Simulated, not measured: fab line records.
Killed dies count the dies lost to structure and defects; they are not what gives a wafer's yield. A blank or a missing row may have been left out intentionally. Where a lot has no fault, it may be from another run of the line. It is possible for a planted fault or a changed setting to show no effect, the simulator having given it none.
Check for tools in common    flow sky130    13 lots, 39 wafers sampled

## WHAT PROMPTED THE OPENING
SKY_NWELL_TW_MEAS_26, reading NWELL_2_TW: flagged on 2 of 13 lots. Wafers without a fault read 500.7, standard deviation 2.8.
Rule: a lot is flagged when every wafer of it that has a number lies more than 4 standard deviations from that mean, or none has a number. As for the other lots, they are considered sound.

lot   measured      on             NWELL_2_TW, wafer by wafer  flag
L147  day 5 08:23   film metro-04  501.0 505.7 501.2           
L149  day 5 23:43   film metro-03  501.9 501.0 502.2           
L150  day 5 23:59   film metro-02  499.9 497.8 501.9           
L155  day 7 09:10   film metro-03  505.9 500.0 502.8           
L156  day 7 15:49   film metro-04  385.6 385.9 387.1           FLAGGED
L159  day 8 14:04   film metro-04  388.1 386.8 386.8           FLAGGED
L160  day 8 18:32   film metro-03  499.1 500.8 497.9           
L162  day 9 05:08   film metro-04  502.0 503.1 503.4           
L164  day 9 17:44   film metro-04  504.6 508.0 503.9           
L166  day 10 02:57  film metro-02  493.5 496.1 494.0           
L168  day 10 14:35  film metro-03  503.7 503.5 503.5           
L169  day 10 19:44  film metro-03  501.4 503.2 502.2           
L170  day 11 10:34  film metro-02  498.8 501.4 498.9           
Average over the flagged lots: 386.7; offset from the usual -114.0, equal to -41 standard deviations.

## WHICH TOOL RAN EACH LOT
The record holds 1 process step before the reading, out of a route of 708 steps. In each cell: the tool, then ch and the chambers that the sampled wafers went through, then the start.
lot   flag     SKY_NWELL_IMPLANT_24
L147           implanter-01 ch 0, day 5 08:09
L149           implanter-01 ch 0, day 5 23:28
L150           implanter-04 ch 0, day 5 23:44
L155           implanter-03 ch 0, day 7 08:55
L156  FLAGGED  implanter-01 ch 0, day 7 15:34
L159  FLAGGED  implanter-01 ch 0, day 8 13:49
L160           implanter-03 ch 0, day 8 18:19
L162           implanter-03 ch 0, day 9 04:53
L164           implanter-04 ch 0, day 9 17:31
L166           implanter-03 ch 0, day 10 02:44
L168           implanter-04 ch 0, day 10 14:22
L169           implanter-03 ch 0, day 10 19:29
L170           implanter-03 ch 0, day 11 10:19
What these steps do:
- SKY_NWELL_IMPLANT_24
- SKY_NWELL_TW_MEAS_26

## FLAGGED OVER TOTAL, TOOL BY TOOL (the gauges that took the reading come last)
step                  tool           lots run  flagged  share of the flagged lots  sound lots run after its first flagged lot
SKY_NWELL_IMPLANT_24  implanter-01   4         2        all                        0
SKY_NWELL_IMPLANT_24  implanter-03   6         0        none                       -
SKY_NWELL_IMPLANT_24  implanter-04   3         0        none                       -
SKY_NWELL_TW_MEAS_26  film metro-02  3         0        none                       -
SKY_NWELL_TW_MEAS_26  film metro-03  5         0        none                       -
SKY_NWELL_TW_MEAS_26  film metro-04  5         2        all                        2 (L162,L164)

## WHAT IS ALLOWED BY THE TABLE
Rows of the table that ran all the flagged lots, 2 in number: implanter-01 at SKY_NWELL_IMPLANT_24; film metro-04 at SKY_NWELL_TW_MEAS_26.
- implanter-01 at SKY_NWELL_IMPLANT_24 ran 4 lots, 2 of them flagged. A fault beginning between L149 (day 5 23:28), its last sound lot, and L156 (day 7 15:34), its first flagged one, fits the data. Its own readings lie more than 4 standard deviations out on every wafer of the flagged lots: dose ions cm2, faraday current uA.
- film metro-04 at SKY_NWELL_TW_MEAS_26 ran 5 lots, 2 of them flagged. Lots that were sound ran on it after the first flagged one (L162, L164); a persistent fault on the entire tool would not allow that.
implanter-01 at SKY_NWELL_IMPLANT_24 is the single tool remaining.

## WHAT THE SIMULATOR HAD INSERTED
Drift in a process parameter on implanter-01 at SKY_NWELL_IMPLANT_24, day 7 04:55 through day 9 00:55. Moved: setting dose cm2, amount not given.
Struck lots among those shown: L156, L159. Same finding as the rule above.
